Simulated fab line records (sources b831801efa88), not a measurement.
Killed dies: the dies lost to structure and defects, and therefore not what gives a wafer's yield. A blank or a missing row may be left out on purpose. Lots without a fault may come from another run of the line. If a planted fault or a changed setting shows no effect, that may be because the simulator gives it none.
fab line records -- flow sky130
[record] lots = 13, wafers = 39, last-day = 51
route steps=708 shown VT_ADJUST_PCH@150 SONOS_ONO@185 LDD_P@259 LDD_HVP@287
lots that met no fault: from a run of the same line without faults
start-h: hours from the record's opening day to when the first of the lot's shown wafers began -- wait-h: time in hours since the lot's previous step -- " same as the row above -- L1.1+2: a single row standing in for several wafers -- - either no value or no given start -- * or withheld: withheld -- < > ~ a bound
route shown NAME@n: a module of which the file shows steps, and the number in the route of the first -- usual: mean and standard deviation over wafers with no fault -- same: alike in all rows -- chamber/n: place in a boat -- sites: per-site readings -- _std_site: the standard deviation of these -- _edge_site: mean of outer sites minus mean of inner sites -- radius-mm: for every site, how far away it sits from the centre of the wafer -- mask NAME#n: copy n -- behind: the most recent tool/chamber to have shaped the wafer -- hold: cause of the lot's hold/its duration in hours/its outcome -- device: names the non-switching transistor (n, p or np) -- end of line: the same wafers' tests at the end of the route -- a step with no rows: only its recipe -- killed: not the wafer's yield, but the dies lost to structure and defects at the first sort -- map: a wafer's dies, marking killed ones x, the rest . and places with no die _
set.NAME: the setting that was run; set.NAME@STEP: the one run at that earlier step -- model.NAME: the simulator's own value behind a step, which no gauge read
route steps across a sampled set of lots; one table per step, one row per wafer
services: the hour from which a tool's chamber was out of use, counted from the record's first day as start-h (under 0 if before that day), plus the number of hours and why
[[steps]]
[step SKY_VT_ADJUST_PCH_OVL_MEAS_07]
[usual] VT_ADJUST_PCH_OVL = -1.3/1.2
lot.wafer,tool,chamber,start-h,wait-h,VT_ADJUST_PCH_OVL[nm]
L456.4,overlay-01,-,239.98,-,-1.9
L456.5,overlay-01,-,239.98,-,-2.4
L456.6,overlay-01,-,239.98,-,-3.1
L457.1,overlay-01,-,244.66,-,-2.3
L457.5,overlay-01,-,244.66,-,-1.5
L457.6,overlay-01,-,244.66,-,-2.0
L458.1,overlay-01,-,255.63,-,-2.7
L458.3,overlay-01,-,255.63,-,-1.0
L458.5,overlay-01,-,255.63,-,-1.9
L459.1,overlay-02,-,264.36,-,1.7
L459.2,overlay-02,-,264.36,-,-0.7
L459.3,overlay-02,-,264.36,-,1.1
L460.3,overlay-01,-,272.42,-,-0.4
L460.5,overlay-01,-,272.42,-,-0.2
L460.6,overlay-01,-,272.42,-,-1.3
L463.2,overlay-01,-,301.11,-,-0.7
L463.3,overlay-01,-,301.11,-,-1.9
L463.4,overlay-01,-,301.11,-,-1.0
L466.2,overlay-02,-,318.81,-,-0.6
L466.4,overlay-02,-,318.81,-,-0.5
L466.5,overlay-02,-,318.81,-,-0.7
L467.1,overlay-02,-,321.31,-,0.1
L467.2,overlay-02,-,321.31,-,1.2
L467.5,overlay-02,-,321.31,-,0.3
L469.3,overlay-01,-,339.22,-,-1.8
L469.4,overlay-01,-,339.22,-,-1.0
L469.5,overlay-01,-,339.22,-,-2.0
L471.1,overlay-01,-,351.97,-,-2.0
L471.3,overlay-01,-,351.97,-,-2.2
L471.6,overlay-01,-,351.97,-,-0.2
L475.1,overlay-01,-,381.96,-,-3.1
L475.2,overlay-01,-,381.96,-,-3.0
L475.6,overlay-01,-,381.96,-,-3.7
L476.1,overlay-01,-,393.01,-,-2.6
L476.2,overlay-01,-,393.01,-,-1.2
L476.5,overlay-01,-,393.01,-,-1.1
L477.2,overlay-01,-,403.51,-,-2.8
L477.3,overlay-01,-,403.51,-,-3.5
L477.5,overlay-01,-,403.51,-,-3.1
[step SKY_SONOS_ONO_STRIP_17]
[recipe] chemistry = O2/N2, power-w = 1400, pressure-mtorr = 1500, platen-temp-c = withheld, o2-flow-sccm = 3000, n2-flow-sccm = 300, overash-fraction = 0.5
[usual] drypump-motor-current-A = 6.0/0.35, oes-product-au = 0.710/0.0046, strip-time-to-endpoint-s = 14.09/0.041
lot.wafer,tool,chamber,start-h,wait-h,drypump-motor-current-A,oes-product-au,rf-hours-counter-h,strip-time-to-endpoint-s
L456.4,plasma-asher-01,0,293.40,0.0,5.5,0.715,-,14.02
L456.5,plasma-asher-01,0,293.40,0.0,5.6,0.711,-,14.03
L456.6,plasma-asher-01,1,293.40,0.0,6.2,0.702,-,14.02
L457.1,plasma-asher-01,0,303.17,0.0,5.5,0.712,62,14.08
L457.5,plasma-asher-01,0,303.17,0.0,5.5,0.710,-,14.12
L457.6,plasma-asher-01,1,303.17,0.0,6.3,0.711,-,14.11
L458.1,plasma-asher-03,1,312.27,0.0,5.6,0.711,52,14.10
L458.3,plasma-asher-03,0,312.27,0.0,6.3,0.717,-,14.08
L458.5,plasma-asher-03,0,312.27,0.0,6.3,0.716,-,14.02
L459.1,plasma-asher-03,0,320.63,0.0,6.3,0.714,53,14.07
L459.2,plasma-asher-03,1,320.63,0.0,5.6,0.714,53,14.05
L459.3,plasma-asher-03,0,320.63,0.0,6.3,0.705,-,14.03
L460.3,plasma-asher-02,1,345.20,0.0,6.2,0.702,-,14.21
L460.5,plasma-asher-02,1,345.20,0.0,6.2,0.713,-,14.17
L460.6,plasma-asher-02,0,345.20,0.0,6.1,0.713,-,14.16
L463.2,plasma-asher-03,0,358.67,0.0,6.3,0.706,57,14.10
L463.3,plasma-asher-03,1,358.67,0.0,5.6,0.707,-,14.11
L463.4,plasma-asher-03,0,358.67,0.0,6.3,0.711,-,14.09
L466.2,plasma-asher-01,1,379.77,0.0,6.3,0.712,69,14.17
L466.4,plasma-asher-01,1,379.77,0.0,6.2,0.716,-,14.12
L466.5,plasma-asher-01,0,379.77,0.0,5.6,0.702,-,14.11
L467.1,plasma-asher-01,1,381.05,0.0,6.2,0.707,70,14.03
L467.2,plasma-asher-01,0,381.05,0.0,5.5,0.710,70,14.09
L467.5,plasma-asher-01,0,381.05,0.0,5.5,0.711,-,14.05
L469.3,plasma-asher-02,0,403.35,0.0,6.1,0.710,-,14.16
L469.4,plasma-asher-02,1,403.35,0.0,6.2,0.716,-,14.14
L469.5,plasma-asher-02,1,403.35,0.0,6.2,0.712,-,14.11
L471.1,plasma-asher-02,1,421.80,0.0,6.3,0.707,29,14.07
L471.3,plasma-asher-02,1,421.80,0.0,6.3,0.710,-,14.07
L471.6,plasma-asher-02,0,421.80,0.0,6.1,0.720,-,14.11
L475.1,plasma-asher-01,0,444.97,0.0,5.5,0.707,2,14.06
L475.2,plasma-asher-01,1,444.97,0.0,6.3,0.704,2,14.07
L475.6,plasma-asher-01,0,444.97,0.0,5.5,0.712,-,14.07
L476.1,plasma-asher-01,1,459.86,0.0,6.3,0.708,3,14.17
L476.2,plasma-asher-01,0,459.86,0.0,5.5,0.701,3,14.13
L476.5,plasma-asher-01,1,459.86,0.0,6.3,0.713,-,14.16
L477.2,plasma-asher-01,1,471.01,0.0,6.3,0.709,4,14.08
L477.3,plasma-asher-01,1,471.01,0.0,6.3,0.715,-,14.07
L477.5,plasma-asher-01,1,471.01,0.0,6.3,0.715,-,14.09
[step SKY_LDD_P_EXPOSE_04]
[recipe] mask-id = PSDM, na = 0.6, source-shape = conventional, sigma-outer = 0.6, polarization = unpolarized, target-cd-nm = 380, dose-mj = 138
[usual] stage-vel-mm-s = 500.02/0.24
lot.wafer,tool,chamber,start-h,wait-h,mask,stage-vel-mm-s
L456.4,iline-stepper-01,0,429.03,-,PSDM#0,499.61
L456.5,iline-stepper-01,0,429.03,-,PSDM#0,500.10
L456.6,iline-stepper-01,0,429.03,-,PSDM#0,500.02
L457.1,iline-stepper-01,0,437.54,-,PSDM#0,499.76
L457.5,iline-stepper-01,0,437.54,-,PSDM#0,499.91
L457.6,iline-stepper-01,0,437.54,-,PSDM#0,499.82
L458.1,iline-stepper-01,0,449.96,-,PSDM#0,499.69
L458.3,iline-stepper-01,0,449.96,-,PSDM#0,499.87
L458.5,iline-stepper-01,0,449.96,-,PSDM#0,500.01
L459.1,iline-stepper-02,0,465.85,-,PSDM#0,499.62
L459.2,iline-stepper-02,0,465.85,-,PSDM#0,499.73
L459.3,iline-stepper-02,0,465.85,-,PSDM#0,500.06
L460.3,iline-stepper-02,0,490.12,-,PSDM#0,500.09
L460.5,iline-stepper-02,0,490.12,-,PSDM#0,500.42
L460.6,iline-stepper-02,0,490.12,-,PSDM#0,500.38
L463.2,iline-stepper-02,0,502.65,-,PSDM#0,500.11
L463.3,iline-stepper-02,0,502.65,-,PSDM#0,500.04
L463.4,iline-stepper-02,0,502.65,-,PSDM#0,500.16
L466.2,iline-stepper-01,0,524.48,-,PSDM#0,500.27
L466.4,iline-stepper-01,0,524.48,-,PSDM#0,500.23
L466.5,iline-stepper-01,0,524.48,-,PSDM#0,500.18
L467.1,iline-stepper-01,0,528.21,-,PSDM#0,500.18
L467.2,iline-stepper-01,0,528.21,-,PSDM#0,499.77
L467.5,iline-stepper-01,0,528.21,-,PSDM#0,500.13
L469.3,iline-stepper-02,0,549.91,-,HVPTM#0,500.38
L469.4,iline-stepper-02,0,549.91,-,HVPTM#0,500.17
L469.5,iline-stepper-02,0,549.91,-,HVPTM#0,500.41
L471.1,iline-stepper-02,0,568.03,-,PSDM#0,500.05
L471.3,iline-stepper-02,0,568.03,-,PSDM#0,499.83
L471.6,iline-stepper-02,0,568.03,-,PSDM#0,499.77
L475.1,iline-stepper-02,0,589.55,-,PSDM#0,500.22
L475.2,iline-stepper-02,0,589.55,-,PSDM#0,500.21
L475.6,iline-stepper-02,0,589.55,-,PSDM#0,500.06
L476.1,iline-stepper-02,0,601.56,-,PSDM#0,499.60
L476.2,iline-stepper-02,0,601.56,-,PSDM#0,499.75
L476.5,iline-stepper-02,0,601.56,-,PSDM#0,499.69
L477.2,iline-stepper-02,0,642.14,-,PSDM#0,500.16
L477.3,iline-stepper-02,0,642.14,-,PSDM#0,500.34
L477.5,iline-stepper-02,0,642.14,-,PSDM#0,499.71
[step SKY_LDD_P_CD_MEAS_07]
[recipe] target-cd-nm = 380
[usual] cd-nm = 380.1/2.5
lot.wafer,tool,chamber,start-h,wait-h,cd-nm
L456.4,cd-sem-02,-,443.92,0.1,375.9
L456.5,cd-sem-02,-,443.92,0.1,378.2
L456.6,cd-sem-02,-,443.92,0.1,378.5
L457.1,cd-sem-01,-,452.52,0.1,373.8
L457.5,cd-sem-01,-,452.52,0.1,376.2
L457.6,cd-sem-01,-,452.52,0.1,374.4
L458.1,cd-sem-02,-,465.04,0.1,380.0
L458.3,cd-sem-02,-,465.04,0.1,381.5
L458.5,cd-sem-02,-,465.04,0.1,382.0
L459.1,cd-sem-01,-,480.39,0.1,383.2
L459.2,cd-sem-01,-,480.39,0.1,381.2
L459.3,cd-sem-01,-,480.39,0.1,386.0
L460.3,cd-sem-02,-,504.79,0.1,379.9
L460.5,cd-sem-02,-,504.79,0.1,379.0
L460.6,cd-sem-02,-,504.79,0.1,376.3
L463.2,cd-sem-02,-,517.22,0.1,384.2
L463.3,cd-sem-02,-,517.22,0.1,381.1
L463.4,cd-sem-02,-,517.22,0.1,383.6
L466.2,cd-sem-01,-,538.59,0.1,382.1
L466.4,cd-sem-01,-,538.59,0.1,378.9
L466.5,cd-sem-01,-,538.59,0.1,382.1
L467.1,cd-sem-01,-,543.03,0.1,380.2
L467.2,cd-sem-01,-,543.03,0.1,381.2
L467.5,cd-sem-01,-,543.03,0.1,379.9
L469.3,cd-sem-02,-,564.24,0.1,-
L469.4,cd-sem-02,-,564.24,0.1,-
L469.5,cd-sem-02,-,564.24,0.1,-
L471.1,cd-sem-01,-,582.80,0.1,380.7
L471.3,cd-sem-01,-,582.80,0.1,383.5
L471.6,cd-sem-01,-,582.80,0.1,378.4
L475.1,cd-sem-01,-,603.49,0.1,379.9
L475.2,cd-sem-01,-,603.49,0.1,381.3
L475.6,cd-sem-01,-,603.49,0.1,383.1
L476.1,cd-sem-01,-,616.30,0.1,378.7
L476.2,cd-sem-01,-,616.30,0.1,379.4
L476.5,cd-sem-01,-,616.30,0.1,379.3
L477.2,cd-sem-01,-,656.75,0.2,381.8
L477.3,cd-sem-01,-,656.75,0.2,381.5
L477.5,cd-sem-01,-,656.75,0.2,379.8
[step SKY_LDD_P_TW_MEAS_11]
[usual] LDD_P_TW = 642/3.5
lot.wafer,tool,chamber,start-h,wait-h,LDD_P_TW
L456.4,film-metro-03,-,444.29,0.1,640
L456.5,film-metro-03,-,444.29,0.1,643
L456.6,film-metro-03,-,444.29,0.1,643
L457.1,film-metro-03,-,452.93,0.1,645
L457.5,film-metro-03,-,452.93,0.1,645
L457.6,film-metro-03,-,452.93,0.1,644
L458.1,film-metro-03,-,465.44,0.1,649
L458.3,film-metro-03,-,465.44,0.1,647
L458.5,film-metro-03,-,465.44,0.1,645
L459.1,film-metro-01,-,480.79,0.1,642
L459.2,film-metro-01,-,480.79,0.1,645
L459.3,film-metro-01,-,480.79,0.1,641
L460.3,film-metro-01,-,505.18,0.1,643
L460.5,film-metro-01,-,505.18,0.1,643
L460.6,film-metro-01,-,505.18,0.1,643
L463.2,film-metro-03,-,517.62,0.1,641
L463.3,film-metro-03,-,517.62,0.1,640
L463.4,film-metro-03,-,517.62,0.1,640
L466.2,film-metro-01,-,539.02,0.1,641
L466.4,film-metro-01,-,539.02,0.1,643
L466.5,film-metro-01,-,539.02,0.1,639
L467.1,film-metro-03,-,543.44,0.1,643
L467.2,film-metro-03,-,543.44,0.1,641
L467.5,film-metro-03,-,543.44,0.1,646
L469.3,film-metro-03,-,564.63,0.1,30
L469.4,film-metro-03,-,564.63,0.1,30
L469.5,film-metro-03,-,564.63,0.1,30
L471.1,film-metro-03,-,583.21,0.1,647
L471.3,film-metro-03,-,583.21,0.1,645
L471.6,film-metro-03,-,583.21,0.1,642
L475.1,film-metro-02,-,603.89,0.1,638
L475.2,film-metro-02,-,603.89,0.1,635
L475.6,film-metro-02,-,603.89,0.1,635
L476.1,film-metro-03,-,616.71,0.1,639
L476.2,film-metro-03,-,616.71,0.1,636
L476.5,film-metro-03,-,616.71,0.1,641
L477.2,film-metro-03,-,657.14,0.1,637
L477.3,film-metro-03,-,657.14,0.1,638
L477.5,film-metro-03,-,657.14,0.1,637
[step SKY_LDD_HVP_STRIP_09]
[recipe] chemistry = O2/N2, power-w = 1400, pressure-mtorr = 1500, platen-temp-c = withheld, o2-flow-sccm = 3000, n2-flow-sccm = 300, overash-fraction = 0.5
[usual] drypump-motor-current-A = 5.9/0.35, oes-product-au = 0.408/0.0041, strip-time-to-endpoint-s = 4.137/0.014
lot.wafer,tool,chamber,start-h,wait-h,drypump-motor-current-A,oes-product-au,rf-hours-counter-h,strip-time-to-endpoint-s
L456.4,plasma-asher-02,1,505.33,0.1,6.2,0.404,-,4.162
L456.5,plasma-asher-02,1,505.33,0.1,6.2,0.406,-,4.126
L456.6,plasma-asher-02,0,505.33,0.1,6.1,0.410,-,4.129
L457.1,plasma-asher-03,0,513.68,0.1,6.3,0.413,71,4.124
L457.5,plasma-asher-03,0,513.68,0.1,6.3,0.409,-,4.119
L457.6,plasma-asher-03,1,513.68,0.1,5.6,0.408,-,4.164
L458.1,plasma-asher-03,0,525.76,0.1,6.3,0.408,72,4.134
L458.3,plasma-asher-03,1,525.76,0.1,5.6,0.407,-,4.141
L458.5,plasma-asher-03,0,525.76,0.1,6.3,0.418,-,4.151
L459.1,plasma-asher-03,0,540.29,0.1,6.3,0.408,73,4.163
L459.2,plasma-asher-03,1,540.29,0.1,5.6,0.409,73,4.135
L459.3,plasma-asher-03,0,540.29,0.1,6.3,0.409,-,4.120
L460.3,plasma-asher-03,0,564.19,0.1,6.3,0.410,-,4.117
L460.5,plasma-asher-03,0,564.19,0.1,6.3,0.398,-,4.128
L460.6,plasma-asher-03,1,564.19,0.1,5.6,0.406,-,4.127
L463.2,plasma-asher-03,0,576.79,0.1,6.3,0.409,77,4.122
L463.3,plasma-asher-03,0,576.79,0.1,6.3,0.405,-,4.128
L463.4,plasma-asher-03,1,576.79,0.1,5.6,0.403,-,4.105
L466.2,plasma-asher-04,1,598.21,0.1,5.3,0.410,92,4.147
L466.4,plasma-asher-04,0,598.21,0.1,5.9,0.404,-,4.122
L466.5,plasma-asher-04,0,598.21,0.1,5.9,0.400,-,4.137
L467.1,plasma-asher-02,0,602.59,0.1,6.1,0.412,48,4.131
L467.2,plasma-asher-02,1,602.59,0.1,6.2,0.408,48,4.128
L467.5,plasma-asher-02,1,602.59,0.1,6.2,0.413,-,4.116
L469.3,plasma-asher-04,1,622.99,0.1,5.3,0.407,-,4.145
L469.4,plasma-asher-04,0,622.99,0.1,5.9,0.403,-,4.154
L469.5,plasma-asher-04,0,622.99,0.1,5.9,0.407,-,4.158
L471.1,plasma-asher-02,0,641.94,0.1,6.1,0.407,52,4.112
L471.3,plasma-asher-02,1,641.94,0.1,6.2,0.413,-,4.123
L471.6,plasma-asher-02,0,641.94,0.1,6.1,0.402,-,4.132
L475.1,plasma-asher-02,1,663.36,0.1,6.3,0.407,54,4.111
L475.2,plasma-asher-02,0,663.36,0.1,6.1,0.410,54,4.124
L475.6,plasma-asher-02,0,663.36,0.1,6.1,0.405,-,4.125
L476.1,plasma-asher-04,0,676.06,0.1,5.9,0.411,100,4.137
L476.2,plasma-asher-04,1,676.06,0.1,5.3,0.409,100,4.120
L476.5,plasma-asher-04,1,676.06,0.1,5.3,0.412,-,4.136
L477.2,plasma-asher-04,1,711.99,0.1,5.3,0.408,103,4.156
L477.3,plasma-asher-04,0,711.99,0.1,5.9,0.411,-,4.158
L477.5,plasma-asher-04,0,711.99,0.1,5.9,0.397,-,4.149
[step SKY_LDD_HVP_TW_MEAS_10]
[usual] LDD_HVP_TW = 461.3/2.3
lot.wafer,tool,chamber,start-h,wait-h,LDD_HVP_TW
L456.4,film-metro-01,-,505.42,0.1,462.4
L456.5,film-metro-01,-,505.42,0.1,462.4
L456.6,film-metro-01,-,505.42,0.1,461.4
L457.1,film-metro-04,-,513.78,0.1,460.1
L457.5,film-metro-04,-,513.78,0.1,462.5
L457.6,film-metro-04,-,513.78,0.1,459.8
L458.1,film-metro-01,-,525.86,0.1,460.8
L458.3,film-metro-01,-,525.86,0.1,461.7
L458.5,film-metro-01,-,525.86,0.1,462.4
L459.1,film-metro-01,-,540.39,0.1,460.5
L459.2,film-metro-01,-,540.39,0.1,461.7
L459.3,film-metro-01,-,540.39,0.1,457.3
L460.3,film-metro-01,-,564.28,0.1,455.4
L460.5,film-metro-01,-,564.28,0.1,459.3
L460.6,film-metro-01,-,564.28,0.1,456.1
L463.2,film-metro-04,-,576.90,0.1,463.6
L463.3,film-metro-04,-,576.90,0.1,466.1
L463.4,film-metro-04,-,576.90,0.1,465.0
L466.2,film-metro-04,-,598.32,0.1,464.1
L466.4,film-metro-04,-,598.32,0.1,464.4
L466.5,film-metro-04,-,598.32,0.1,463.9
L467.1,film-metro-03,-,602.69,0.1,461.2
L467.2,film-metro-03,-,602.69,0.1,461.0
L467.5,film-metro-03,-,602.69,0.1,459.9
L469.3,film-metro-01,-,623.08,0.1,706.2
L469.4,film-metro-01,-,623.08,0.1,705.1
L469.5,film-metro-01,-,623.08,0.1,704.4
L471.1,film-metro-01,-,642.04,0.1,459.1
L471.3,film-metro-01,-,642.04,0.1,458.3
L471.6,film-metro-01,-,642.04,0.1,459.9
L475.1,film-metro-04,-,663.46,0.1,465.9
L475.2,film-metro-04,-,663.46,0.1,461.8
L475.6,film-metro-04,-,663.46,0.1,463.5
L476.1,film-metro-04,-,676.16,0.1,461.2
L476.2,film-metro-04,-,676.16,0.1,464.4
L476.5,film-metro-04,-,676.16,0.1,462.6
L477.2,film-metro-01,-,712.10,0.1,461.6
L477.3,film-metro-01,-,712.10,0.1,463.7
L477.5,film-metro-01,-,712.10,0.1,459.1
[[services]]
tool,chamber,start-h,hours,kind
iline-stepper-02,-,276.73,2.0,repair
plasma-asher-02,-,280.34,1.6,repair
iline-stepper-01,-,290.10,1.9,repair
iline-stepper-02,0,317.58,-,calibration
iline-stepper-01,-,325.61,0.9,repair
plasma-asher-01,-,365.66,2.8,pm
plasma-asher-01,-,421.25,9.0,pm
plasma-asher-01,0,421.25,9.0,vent-cycle
plasma-asher-01,1,421.25,9.0,vent-cycle
plasma-asher-01,0,430.25,-,clean
plasma-asher-01,1,430.25,-,clean
plasma-asher-03,-,435.47,15.6,pm
iline-stepper-02,-,441.71,10.6,repair
iline-stepper-02,-,460.00,4.6,repair
iline-stepper-01,-,465.59,1.7,pm
iline-stepper-02,-,466.86,12.8,repair
iline-stepper-02,-,488.04,1.7,pm
plasma-asher-04,-,541.65,1.7,repair
iline-stepper-02,0,542.01,-,calibration
plasma-asher-04,-,619.48,2.8,pm
iline-stepper-01,-,620.85,2.1,pm
iline-stepper-01,-,683.87,1.7,pm
plasma-asher-03,-,695.32,1.9,repair
iline-stepper-02,-,706.22,1.7,pm
[[key]]
[first-sign] step = SKY_LDD_P_EXPOSE_04, reading = mask, direction = changed
[effect] step = SKY_LDD_P_CD_MEAS_07, reading = cd-nm, direction = missing
[effect] step = SKY_LDD_P_TW_MEAS_11, reading = LDD_P_TW, direction = down, sigmas = 99+, usual = 642, struck = 30
[effect] step = SKY_LDD_HVP_TW_MEAS_10, reading = LDD_HVP_TW, direction = up, sigmas = 99+, usual = 461.3, struck = 705.3
met-at SKY_LDD_P_EXPOSE_04
struck-lots L469
sort-left-out L469.3,L469.4,L469.5
tester-left-out L469
not-acting-at SKY_VT_ADJUST_PCH_OVL_MEAS_07,SKY_SONOS_ONO_STRIP_17,SKY_LDD_HVP_STRIP_09
onset-between 502.65 549.91
[fault] kind = wrong-mask, tool = any, chamber = -, onset-h = 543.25, steps = SKY_LDD_P_EXPOSE_04, aux-copy = HVPTM#0, scope = struck-lots-only
// tester-left-out: of these lots the tester's yield and bins aren't shown, on N5 and GAA mostly nor the transistor test; their killed dies are dies lost to structure and defects alone, not to doping, threshold or leakage, so they don't give the yield
// sort-left-out: the simulated sort isn't trusted on such a fault, so these wafers' sort isn't shown, and their yield isn't known
